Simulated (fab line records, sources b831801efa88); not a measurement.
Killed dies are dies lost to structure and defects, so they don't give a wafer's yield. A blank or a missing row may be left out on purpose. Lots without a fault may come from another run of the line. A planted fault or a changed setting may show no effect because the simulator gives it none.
One fault seen from 2 desks | flow sfq_line | each desk has only its own numbers; what lay behind them comes last

THE METROLOGY DESK
What the gauges read, lot by lot, whatever tool the lot ran on: means of the sampled wafers that have a number. A lot is out of limits, marked OUT, if its mean lies more than 4 standard deviations from the usual mean; the brackets give that distance.
Columns: A = L0_MONX_KI_RS at SFQ_L0_RS_MEAS_901, usual 43.5 ohm/sq
lot  | first seen here | A
L166 | day 1 12:34     | 43.1
L167 | day 1 17:35     | 43.5
L169 | day 2 03:34     | 44.0
L171 | day 2 13:34     | 43.5
L172 | day 2 18:34     | 44.2
L173 | day 2 23:36     | 43.7
L175 | day 3 09:34     | 43.3
L176 | day 3 14:36     | 43.4
L177 | day 3 19:34     | 43.3
L180 | day 4 10:34     | 43.5
L181 | day 4 15:36     | 43.2
L182 | day 4 20:34     | 43.3
L184 | day 5 06:34     | 43.7
This desk's finding: nothing out of limits on any of the 13 lots.

THE TOOL OWNER'S DESK: cmp-02
The tool's own readings at SFQ_TRILAYER_I0_CMP_CMP_028 (polishes SiO2): means of the sampled wafers that have a number, for each lot that ran on this tool. A lot is out of limits, marked OUT, if its mean lies more than 4 standard deviations from the usual mean; the brackets give that distance.
Columns: A = motor_current_A at SFQ_TRILAYER_I0_CMP_CMP_028, usual 10.7 A; B = time_to_endpoint_s at SFQ_TRILAYER_I0_CMP_CMP_028, usual 211 s
lot  | first seen here | A    | B
L166 | day 8 13:26     | 10.4 | 196
L167 | day 8 19:26     | 9.6  | 218
L173 | day 10 14:14    | 10.0 | 212
L175 | day 11 05:14    | 10.1 | 214
L176 | day 11 13:44    | 10.4 | 206
L180 | day 12 01:21    | 10.5 | 258 (+5.7) OUT
This desk's finding: out of limits on L180; first on L180, day 12 01:21 (time_to_endpoint_s at SFQ_TRILAYER_I0_CMP_CMP_028). In limits: L166, L167, L173, L175, L176.

PUT TOGETHER
The tool owner's desk could have raised an alarm at day 12 01:21, on L180.
The metrology desk saw nothing out of limits.
The metrology desk has L180 on record, within its limits.
Of the lots named, all ran SFQ_TRILAYER_I0_CMP_CMP_028 on cmp-02.

WHAT THE SIMULATOR HAD PUT IN
Process parameter drift: cmp-02, from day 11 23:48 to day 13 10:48, at SFQ_TRILAYER_I0_CMP_CMP_028. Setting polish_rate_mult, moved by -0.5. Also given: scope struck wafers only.
Lots struck among those shown: L180.
Hours from the fault's start to each desk's first reading out of limits: the tool owner's desk, 2.
